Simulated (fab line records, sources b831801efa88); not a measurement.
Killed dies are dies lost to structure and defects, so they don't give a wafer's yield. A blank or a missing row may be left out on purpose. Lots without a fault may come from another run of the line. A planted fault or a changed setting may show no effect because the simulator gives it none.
Which tool did it? | flow gf180mcu | 12 lots, 36 wafers sampled, at 6 steps of a route of 602

WHAT THE GAUGES READ, wafer by wafer
GF_STI_THK_MEAS_04. Usual: STI_CVD_03_THK 206.8 nm, standard deviation 1.9.
lot  | measured    | on            | STI_CVD_03_THK (nm) | flag
L254 | day 1 14:05 | film_metro-03 | 205.6 206.1 206.5   |
L255 | day 1 18:34 | film_metro-04 | 209.5 206.0 208.1   |
L256 | day 1 23:34 | film_metro-03 | 211.9 211.7 211.9   |
L257 | day 2 04:35 | film_metro-04 | 207.5 209.5 208.7   |
L262 | day 3 05:34 | film_metro-02 | 254.2 252.4 253.7   | OFF
L266 | day 4 01:35 | film_metro-03 | 207.0 207.4 208.3   |
L267 | day 4 06:34 | film_metro-04 | 208.9 206.8 208.6   |
L269 | day 4 17:32 | film_metro-03 | 206.0 206.3 208.2   |
L270 | day 4 21:34 | film_metro-02 | 207.3 204.9 205.3   |
L272 | day 5 07:35 | film_metro-04 | 207.2 207.2 205.7   |
L273 | day 5 13:11 | film_metro-04 | 206.8 207.5 205.8   |
L274 | day 5 19:16 | film_metro-03 | 208.5 208.0 209.0   |

GF_STI_THK_MEAS_22. Usual: STI_OXIDATION_01_THK 14.92 nm, standard deviation 0.29.
lot  | measured    | on            | STI_OXIDATION_01_THK (nm) | flag
L254 | day 2 03:16 | film_metro-02 | 14.77 14.92 14.66         |
L255 | day 2 07:53 | film_metro-02 | 14.90 14.56 14.76         |
L256 | day 2 13:44 | film_metro-04 | 14.50 14.37 14.35         |
L257 | day 2 18:45 | film_metro-04 | 15.00 15.03 14.91         |
L262 | day 3 20:20 | film_metro-03 | 14.98 15.42 15.50         |
L266 | day 4 17:28 | film_metro-04 | 15.38 15.70 15.56         |
L267 | day 4 22:32 | film_metro-04 | 15.23 15.21 15.29         |
L269 | day 5 09:11 | film_metro-02 | 14.69 14.81 14.69         |
L270 | day 5 13:44 | film_metro-04 | 15.02 15.39 14.93         |
L272 | day 5 23:52 | film_metro-04 | 15.05 15.27 15.06         |
L273 | day 6 05:46 | film_metro-04 | 14.99 15.08 15.11         |
L274 | day 6 12:33 | film_metro-03 | 14.73 14.61 14.80         |

GF_VT_IMPLANT_RS_MEAS_46: measures by four-point-probe. Usual: MVSD_RS 457.0 ohm/sq, standard deviation 1.1.
lot  | measured     | on            | MVSD_RS (ohm/sq)  | flag
L254 | day 7 12:26  | film_metro-01 | 457.0 456.7 457.3 |
L255 | day 7 19:01  | film_metro-04 | 456.9 457.2 457.7 |
L256 | day 8 03:14  | film_metro-01 | 458.7 457.9 459.4 |
L257 | day 8 06:32  | film_metro-02 | 455.5 455.0 455.9 |
L262 | day 9 20:03  | film_metro-04 | 457.7 457.5 458.0 |
L266 | day 10 18:44 | film_metro-02 | 457.5 456.9 457.7 |
L267 | day 11 02:20 | film_metro-01 | 456.9 456.1 456.3 |
L269 | day 11 18:14 | film_metro-01 | 455.9 457.7 457.3 |
L270 | day 12 03:44 | film_metro-01 | 457.1 456.2 456.1 |
L272 | day 12 10:58 | film_metro-02 | 456.6 457.5 455.7 |
L273 | day 12 19:07 | film_metro-01 | 456.8 457.6 456.2 |
L274 | day 13 04:01 | film_metro-01 | 459.7 456.5 458.3 |

GF_NSD_CD_MEAS_07: target cd 400 nm. Usual: cd_nm 399.7 nm, standard deviation 2.3.
lot  | measured     | on        | cd_nm (nm)        | flag
L254 | day 13 12:35 | cd_sem-01 | 397.5 399.0 396.1 |
L255 | day 13 20:07 | cd_sem-02 | 397.2 396.9 395.7 |
L256 | day 14 09:20 | cd_sem-02 | 401.8 404.1 402.9 |
L257 | day 14 09:41 | cd_sem-02 | 398.8 399.8 401.6 |
L262 | day 16 01:52 | cd_sem-01 | 399.0 399.6 398.3 |
L266 | day 17 11:46 | cd_sem-02 | 400.7 402.0 401.7 |
L267 | day 17 21:05 | cd_sem-01 | 396.5 396.5 396.3 |
L269 | day 18 12:53 | cd_sem-01 | 396.0 396.5 398.2 |
L270 | day 18 22:44 | cd_sem-02 | 394.1 398.1 395.5 |
L272 | day 19 10:53 | cd_sem-02 | 400.5 401.4 397.8 |
L273 | day 19 20:08 | cd_sem-02 | 399.4 399.7 400.5 |
L274 | day 20 04:28 | cd_sem-02 | 402.1 400.9 402.7 |

WHICH TOOL RAN EACH LOT (tool, then ch and the chambers of the sampled wafers, then the start)
lot  | GF_STI_CVD_03              | GF_STI_ETCH_13
L254 | lpcvd-02 ch 0, day 1 12:05 | rie_diel-04 ch 0,1,2, day 2 01:31
L255 | lpcvd-02 ch 1, day 1 16:34 | rie_diel-03 ch 1,3, day 2 06:07
L256 | lpcvd-01 ch 0, day 1 21:34 | rie_diel-03 ch 1,2,3, day 2 11:41
L257 | lpcvd-01 ch 1, day 2 02:34 | rie_diel-01 ch 0,1,2, day 2 16:25
L262 | lpcvd-01 ch 0, day 3 03:34 | rie_diel-01 ch 1,2,3, day 3 18:35
L266 | lpcvd-02 ch 0, day 3 23:34 | rie_diel-03 ch 0,1,2, day 4 15:34
L267 | lpcvd-02 ch 0, day 4 04:34 | rie_diel-04 ch 0,1,3, day 4 20:35
L269 | lpcvd-02 ch 1, day 4 15:34 | rie_diel-03 ch 0,1, day 5 07:23
L270 | lpcvd-02 ch 0, day 4 19:34 | rie_diel-01 ch 1,2,3, day 5 11:56
L272 | lpcvd-02 ch 1, day 5 05:34 | rie_diel-03 ch 0,2,3, day 5 22:05
L273 | lpcvd-02 ch 1, day 5 11:11 | rie_diel-04 ch 0,2, day 6 03:58
L274 | lpcvd-02 ch 0, day 5 16:17 | rie_diel-01 ch 1,2, day 6 09:49
- GF_STI_CVD_03: deposits Si3N4 from DCS/NH3, target thk 207.16 nm, time 3551 s.
- GF_STI_ETCH_13: etches the open film in CHF3/O2, stops on Si, target depth 282.31 nm, time 112.9 s.

WHAT THE TOOLS THEMSELVES READ (means of the sampled wafers that have a number; where no wafer has one, the mark that the record gives instead)
GF_STI_CVD_03. Usual: zone_power_lower_pct 13.1 %, standard deviation 1.7.
lot  | tool     | zone_power_lower_pct (%) | flag
L254 | lpcvd-02 | 11.2                     |
L255 | lpcvd-02 | 12.2                     |
L256 | lpcvd-01 | 14.2                     |
L257 | lpcvd-01 | 15.4                     |
L262 | lpcvd-01 | 14.2                     |
L266 | lpcvd-02 | 11.2                     |
L267 | lpcvd-02 | 11.2                     |
L269 | lpcvd-02 | 12.3                     |
L270 | lpcvd-02 | 11.1                     |
L272 | lpcvd-02 | 12.2                     |
L273 | lpcvd-02 | 12.2                     |
L274 | lpcvd-02 | 11.3                     |

GF_STI_ETCH_13. Usual: bias_w 200.0 W, standard deviation 0.61; chf3_flow_sccm 49.98 sccm, standard deviation 0.15; drypump_motor_current_A 5.6 A, standard deviation 0.39; oes_product_au 0.832 a.u., standard deviation 0.0067; rf_fwd_power_W 596.5 W, standard deviation 2; throttle_valve_pct 8.811 %, standard deviation 0.0095.
lot  | tool        | bias_w (W) | chf3_flow_sccm (sccm) | drypump_motor_current_A (A) | oes_product_au (a.u.) | rf_fwd_power_W (W) | throttle_valve_pct (%) | flag
L254 | rie_diel-04 | 199.6      | 50.20                 | 5.6                         | 0.835                 | 598.1              | 8.803                  |
L255 | rie_diel-03 | 199.8      | 49.97                 | 5.7                         | 0.834                 | 595.4              | 8.809                  |
L256 | rie_diel-03 | 200.0      | 49.85                 | 5.6                         | 0.847                 | 596.8              | 8.819                  |
L257 | rie_diel-01 | 199.7      | 49.92                 | 5.7                         | 0.827                 | 599.0              | 8.805                  |
L262 | rie_diel-01 | 200.1      | 49.97                 | 5.3                         | 0.935                 | 595.7              | 8.849                  | OFF
L266 | rie_diel-03 | 200.7      | 49.93                 | 5.7                         | 0.835                 | 596.4              | 8.810                  |
L267 | rie_diel-04 | 199.9      | 49.89                 | 5.7                         | 0.833                 | 596.7              | 8.821                  |
L269 | rie_diel-03 | 200.9      | 49.94                 | 5.8                         | 0.829                 | 596.1              | 8.809                  |
L270 | rie_diel-01 | 200.1      | 49.94                 | 5.3                         | 0.830                 | 596.5              | 8.814                  |
L272 | rie_diel-03 | 200.3      | 50.16                 | 5.4                         | 0.829                 | 595.9              | 8.819                  |
L273 | rie_diel-04 | 199.4      | 49.97                 | 5.6                         | 0.833                 | 598.2              | 8.803                  |
L274 | rie_diel-01 | 199.8      | 49.86                 | 5.5                         | 0.835                 | 594.8              | 8.817                  |

THE ANSWER, worked out from the rows above alone
Rule: a lot is off if the mean of its wafers that have a number lies more than 3 standard deviations from the usual mean. A lot without any number at a reading at which 4 lots or more have one is off too. The other lots that the step has rows for count as sound. The gauges are gone through in route order, then the tools' own readings, and for those a lot's mean is taken as printed above. The first step at which some lot is off is used, and at that step the reading that is off furthest; a lot without a number counts as furthest.
Off: L262, at GF_STI_THK_MEAS_04 (STI_CVD_03_THK).
A tool fits if, at a process step before that reading, it ran every lot that is off, and no sound lot after the first of them. The gauges at GF_STI_THK_MEAS_04 aren't tried: what is off there is off at GF_STI_ETCH_13 too, on other tools, and a gauge's error can't cause that. One fits: lpcvd-01 at GF_STI_CVD_03. Its last sound lot is L257 (day 2 02:34), its first lot that is off L262 (day 3 03:34): a fault that began between those two fits.

WHAT THE SIMULATOR HAD PUT IN
Process parameter drift: lpcvd-01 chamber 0, from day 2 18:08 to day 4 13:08, at GF_STI_CVD_03. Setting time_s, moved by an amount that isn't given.
Lots struck among those shown: L262. The rule above found the same.
